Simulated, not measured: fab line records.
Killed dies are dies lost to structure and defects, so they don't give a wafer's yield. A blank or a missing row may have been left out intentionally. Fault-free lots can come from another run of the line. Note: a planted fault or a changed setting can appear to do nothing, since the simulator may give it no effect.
Problem report, 8D (eight disciplines) form, completed by code || flow gf180mcu || the parts of the form that need people (team, actions taken, sign-off) are left out

## 1. THE PROBLEM
At GF_HV_LDD_CD_MEAS_19, cd-nm averages 435.6 nm over 6 wafers from 2 lots, while fault-free wafers read 400.0 nm, standard deviation 2.6. That is +14 standard deviations from the usual mean.
The step: target cd 400 nm.
First seen on wafer L522.1, day 13 23:23, on cd-sem-01. At this step, 39 wafers from 13 lots have a number in the record. By rule, "out" or "out of limits" means more than 4 standard deviations away from the usual mean. The other wafers with a number count as sound.

## 2. WHAT IT IS AND WHAT IT IS NOT
{"question": "which readings at this step", "is": "cd-nm", "is not": "-"}
{"question": "which lots", "is": "L522, L524", "is not": "L512, L513, L515, L526, L527, L529, L530, L531, L532, L533, L534"}
{"question": "which wafers of those lots", "is": "all that have a number", "is not": "-"}
{"question": "read on which gauges", "is": "cd-sem-01", "is not": "cd-sem-02"}
{"question": "when", "is": "from day 13 23:23", "is not": "up to then (9 sound wafers); but 24 sound wafers of L526, L527, L529, L530, L531, L532, L533, L534 came after"}

## 3. SUSPECTS, AND WHAT RULES EACH OUT
Counting: any tool at a process step up to the reading is kept as a suspect provided that every lot that is out went through it and no sound lot did after the first of them.
- the gauge at GF_HV_LDD_CD_MEAS_19: ruled out. All the wafers that are out were read on cd-sem-01, but those of them that GF_HV_LDD_STRIP_22 has rows for are out there too, on other tools.
- litho-track-01 at GF_HV_LDD_COAT_14 (resist thk 1000 nm): ruled out as a lasting fault. After its first lot that is out, L522 (day 13 12:51), sound lots L532 ran on it.
Left after counting: nothing in the record.

## 4. THE CAUSE (what the simulator had put in)
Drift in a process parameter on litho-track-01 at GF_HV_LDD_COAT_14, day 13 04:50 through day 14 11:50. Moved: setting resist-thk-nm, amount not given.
It was ruled out by counting, in error; the rule expects a fault to strike all lots run on its tool from its start on, and this fault did not.

## 5. THE CHAIN OF EFFECTS, in route order
Rows list readings where the struck wafers' mean (over those with a number) sits beyond 3 standard deviations from the usual. Only readings for which the record gives a usual standard deviation are gone through. hours: the time from each lot's start at the first step in this table that gives one to its start at this step, as a median over the lots. sigmas: the change in usual standard deviations.
{"hours": 0, "step": "GF_HV_LDD_CD_MEAS_19", "reading": "cd-nm", "usual": "400.0 nm", "on struck wafers": 435.6, "change": "+35.6", "sigmas": "+14"}
{"hours": 0, "step": "GF_HV_LDD_STRIP_22", "reading": "oes-product-au", "usual": "0.717 a.u.", "on struck wafers": 0.614, "change": -0.103, "sigmas": -21}
{"hours": 0, "step": "GF_HV_LDD_STRIP_22", "reading": "strip-time-to-endpoint-s", "usual": "12.65 s", "on struck wafers": 9.13, "change": -3.52, "sigmas": -93}
The process steps in it:
- GF_HV_LDD_STRIP_22: strips in O2/N2.

## 6. WHAT WOULD HAVE CAUGHT IT SOONER
The first out-of-limits reading at a measuring or inspecting step in this record came at day 13 23:23, 19 hours after the fault's start at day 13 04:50.
